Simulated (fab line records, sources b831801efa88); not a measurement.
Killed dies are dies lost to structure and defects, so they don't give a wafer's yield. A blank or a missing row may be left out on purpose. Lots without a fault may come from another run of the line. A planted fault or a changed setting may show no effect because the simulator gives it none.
Chamber matching | flow gf180mcu | GF_V3_CVD_02 on pecvd-03: 3 sister chambers
The step deposits SiO2 from TEOS, target thk 850 nm, time 94.851 s. 6 wafers are shown with their chamber, then 8 later ones without.

WAFERS WITH THEIR CHAMBER
wafer  | chamber | heater_power_outer_w (W) | heater_power_w (W)
L088.1 | 0       | 409                      | 660
L089.5 | 1       | 372                      | 673
L091.1 | 0       | 488                      | 760
L091.4 | 2       | 380                      | 717
L091.5 | 1       | 409                      | 693
L092.1 | 2       | 386                      | 718

WAFERS WITHOUT THEIR CHAMBER
wafer  | heater_power_outer_w (W) | heater_power_w (W)
L092.4 | 389                      | 649
L092.6 | 420                      | 737
L093.1 | 423                      | 703
L093.2 | 342                      | 621
L093.3 | 387                      | 692
L095.3 | 325                      | 612
L095.5 | 390                      | 646
L095.6 | 370                      | 689

WHICH CHAMBER EACH WENT THROUGH
wafer  | from the rows above          | in truth
L092.4 | can't be placed: 1 or 2 or 0 | 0
L092.6 | can't be placed: 0 or 2 or 1 | 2
L093.1 | can't be placed: 0 or 1 or 2 | 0
L093.2 | can't be placed: 1 or 2 or 0 | 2
L093.3 | can't be placed: 1 or 2 or 0 | 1
L095.3 | can't be placed: 1 or 2 or 0 | 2
L095.5 | can't be placed: 1 or 2 or 0 | 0
L095.6 | can't be placed: 1 or 2 or 0 | 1
Placed correctly: 0 of 8. Can't be placed from these rows: 8 (the true chamber is among the candidates in 8). Placed wrongly: 0.
How it was worked out, from the rows above alone: a wafer's distance from a chamber is the root of the sum, over the readings, of the square of ((its reading less the chamber's mean) divided by the reading's scatter). The wafer belongs to the nearest chamber; if the next one is less than 2 further off, it can't be placed. A chamber's mean is the mean of its shown wafers. The scatter: the root of (the sum of the squares of (reading less its chamber's mean) over the shown wafers, divided by (wafers less chambers)).
